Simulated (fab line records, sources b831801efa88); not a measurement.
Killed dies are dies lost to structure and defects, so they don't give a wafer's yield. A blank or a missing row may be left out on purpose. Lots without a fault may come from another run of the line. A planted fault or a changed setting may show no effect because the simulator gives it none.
A struck lot beside a sound one | flow sky130 | 23 steps out of a route of 708
Sound: wafers L203.1, L203.3, L203.6. Struck: wafers L201.1, L201.3, L201.6. The cause comes at the end.
At each step with rows: each side's tool, then ch and its chambers, then its first start. Under that, the readings that differ: sound wafers | struck wafers | difference of the means | sigmas: that difference in standard deviations of wafers without a fault.
alike: readings whose means differ by less than 2 such deviations, and words and numbers that are the same on both sides. not compared: withheld readings, readings that some wafer has no value for, bounds like >300 that may hide the same value, and numbers for which the record gives no deviation and whose values overlap.
The two part at a step that has a row with sigmas, a row that says differs or no value, or rows on one side only. Numbers that don't overlap but have no deviation are shown without sigmas and don't part them. A reading that every wafer of one side lacks parts them only if that side has two wafers or more.

first, 8 steps without rows for these wafers: SKY_LDD_N_IMPLANT_08; SKY_LDD_N_IMPLANT_09; SKY_LDD_N_IMPLANT_10; SKY_LDD_N_IMPLANT_11; SKY_LDD_N_IMPLANT_12; SKY_LDD_N_IMPLANT_13; SKY_LDD_N_IMPLANT_14; SKY_LDD_N_IMPLANT_15.
SKY_LDD_N_STRIP_16: strips in O2/N2.
  sound on plasma_asher-03 ch 0,1, day 23 15:04; struck on plasma_asher-04 ch 0, day 23 07:28
  alike: drypump_motor_current_A, oes_product_au, strip_time_to_endpoint_s
  not compared: rf_hours_counter_h
SKY_LDD_N_TW_MEAS_17:
  sound on film_metro-04, day 23 15:10; struck on film_metro-03, day 23 07:34
  alike: LDD_N_TW
then, 2 steps without rows for these wafers: SKY_LDD_P_DEHYDRATE_00 (time 60 s); SKY_LDD_P_HMDS_01 (prime time 60 s).
SKY_LDD_P_COAT_02: resist thk 1140 nm.
  sound on litho_track-03 ch 0, day 24 05:58; struck on litho_track-01 ch 0, day 23 22:37
  reading                                    | sound                | struck               | difference | sigmas
  spin_speed_rpm (rpm)                       | 2999.9 2998.0 3000.1 | 3047.4 3043.3 3046.6 | +46.4      | +26
  model.NOVOLAK_of_LDD_P_COAT_02.thk_nm (nm) | 1143 1145 1142       | 1131 1134 1130       | -12        |
then, 3 steps without rows for these wafers: SKY_LDD_P_SOFTBAKE_03 (time 60 s); SKY_LDD_P_EXPOSE_04 (exposes mask PSDM, target cd 380 nm); SKY_LDD_P_PEB_05.
SKY_LDD_P_DEVELOP_06: develop time 60 s.
  sound on litho_track-01 ch 0, day 24 20:01; struck on litho_track-03 ch 0, day 24 13:04
  reading                                    | sound          | struck         | difference | sigmas
  model.NOVOLAK_of_LDD_P_COAT_02.thk_nm (nm) | 1143 1144 1141 | 1131 1134 1130 | -11        |
SKY_LDD_P_CD_MEAS_07: target cd 380 nm.
  sound on cd_sem-01, day 24 20:10; struck on cd_sem-01, day 24 13:13
  alike: cd_nm
SKY_LDD_P_OVL_MEAS_08:
  sound on overlay-02, day 24 20:17; struck on overlay-02, day 24 13:20
  alike: LDD_P_OVL
then, 1 step without rows for these wafers: SKY_LDD_P_IMPLANT_09.
SKY_LDD_P_STRIP_10: strips in O2/N2.
  sound on plasma_asher-03 ch 0,1, day 24 20:28; struck on plasma_asher-03 ch 0, day 24 13:32
  reading                      | sound             | struck            | difference | sigmas
  strip_time_to_endpoint_s (s) | 14.22 14.23 14.19 | 14.08 14.13 14.06 | -0.12      | -4
  alike: drypump_motor_current_A, oes_product_au
  not compared: rf_hours_counter_h
SKY_LDD_P_TW_MEAS_11:
  sound on film_metro-02, day 24 20:34; struck on film_metro-01, day 24 13:38
  reading  | sound       | struck      | difference | sigmas
  LDD_P_TW | 637 640 636 | 626 630 623 | -11        | -2
then, 1 step without rows for these wafers: SKY_PAD_OPEN_PROBE_99.

WHERE THEY PART
First at SKY_LDD_P_COAT_02; last, within this record, at SKY_LDD_P_TW_MEAS_11.

WHY: what the simulator had put in
Process parameter drift: litho_track-01, from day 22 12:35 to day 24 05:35, at SKY_LDD_P_COAT_02. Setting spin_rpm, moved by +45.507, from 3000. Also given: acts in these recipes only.
